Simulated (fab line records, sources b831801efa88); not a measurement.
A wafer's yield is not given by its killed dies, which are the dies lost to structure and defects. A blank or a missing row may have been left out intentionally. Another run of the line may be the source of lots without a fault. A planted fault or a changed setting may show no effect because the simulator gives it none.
Split-lot study -- flow sky130 -- 23 wafers read across 5 lots, on a route 708 steps long

## ON THE SPLIT
At SKY_METAL5_SPUTTER_03 (material Ti, target thk 5 nm, time 3.3 s), the setting time-s was moved away from the recipe's 3.3 s on 10 of the 23 wafers read, by -14.5% to +6.3%. For the rest of the wafers, this setting stayed at what the recipe calls for.

The reading is taken at the split's own step.

## THE READING
Ti_of_METAL5_SPUTTER_03.thk-nm (the simulator's own value, which no gauge read), in nm, at SKY_METAL5_SPUTTER_03 (material Ti, target thk 5 nm, time 3.3 s). There is no usual value for it anywhere in the file. Here, 13 wafers ran the recipe; their average is 5.003 nm with a standard deviation of 0.056 nm.

wafer,"tool, chamber at the split","time-s as run, s",against the recipe,"Ti_of_METAL5_SPUTTER_03.thk-nm, nm",against lot-mates on the recipe
L074.1,"pvd-sputter-03, -",2.821,-14.5%,4.39,-0.667
L074.2,"pvd-sputter-03, -",2.821,-14.5%,4.442,-0.614
L074.3,"pvd-sputter-03, -",3.3,recipe,5.028,-
L074.4,"pvd-sputter-03, -",3.3,recipe,5.085,-
L074.6,"pvd-sputter-03, -",2.821,-14.5%,4.318,-0.739
L077.1,"pvd-sputter-03, -",3.3,recipe,5.064,-
L077.2,"pvd-sputter-03, -",3.3,recipe,4.956,-
L077.4,"pvd-sputter-03, -",3.14,-4.8%,4.818,-0.192
L077.5,"pvd-sputter-03, -",3.14,-4.8%,4.804,-0.206
L077.6,"pvd-sputter-03, -",3.3,recipe,5.011,-
L081.1,"pvd-sputter-02, -",3.3,recipe,5.006,-
L081.2,"pvd-sputter-02, -",3.467,+5.1%,5.367,+0.337
L081.3,"pvd-sputter-02, -",3.3,recipe,5.051,-
L081.4,"pvd-sputter-02, -",3.3,recipe,5.033,-
L081.5,"pvd-sputter-02, -",3.467,+5.1%,5.242,+0.212
L084.2,"pvd-sputter-03, -",3.508,+6.3%,5.219,+0.211
L084.3,"pvd-sputter-03, -",3.3,recipe,4.977,-
L084.4,"pvd-sputter-03, -",3.508,+6.3%,5.412,+0.404
L084.5,"pvd-sputter-03, -",3.3,recipe,5.039,-
L084.6,"pvd-sputter-03, -",3.508,+6.3%,5.277,+0.269
L085.1,"pvd-sputter-03, -",3.3,recipe,4.867,-
L085.3,"pvd-sputter-03, -",3.3,recipe,4.975,-
L085.6,"pvd-sputter-03, -",3.3,recipe,4.946,-

FIT RESULTS
A straight line over all 23 wafers: Ti_of_METAL5_SPUTTER_03.thk-nm changes by +0.0446 nm for each +1% of time-s; r = +0.97; the points scatter about the line by 0.065 nm.
The same after taking each lot's own level away (the mean of its wafers on the recipe; 23 wafers): +0.0468 nm for each +1%; r = +0.98; scatter 0.051 nm.
On that fit, the largest move of time-s shifts the reading by 0.68 nm.
The span of the lots' own levels, 4.9293 to 5.0565 nm, comes to 2.3 times the standard deviation stated above.
Consequently the slope shifts little with the lot-to-lot level, the two slopes agreeing.
Check: -0.675 nm against its lot-mates is what the line predicts for one of the wafers moved furthest among these (-14.5%) when that wafer is left out of the fit. Against them it came out at -0.667 nm.

## ADDITIONAL SPLITS CARRIED BY THESE WAFERS
Before the reading, these wafers also passed through other splits. Each is held against what the fit with the lots' levels taken away leaves over:
other split on the same wafers,wafers away from the commonest value,r with Ti_of_METAL5_SPUTTER_03.thk-nm (lot level and that fit taken away)
SKY_VIA4_CVD_18 temp-c,8,-0.20

## FILE'S OWN FIT
Ti_of_METAL5_SPUTTER_03.thk-nm changes by +0.0467 nm for each +1% of time-s, r = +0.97.
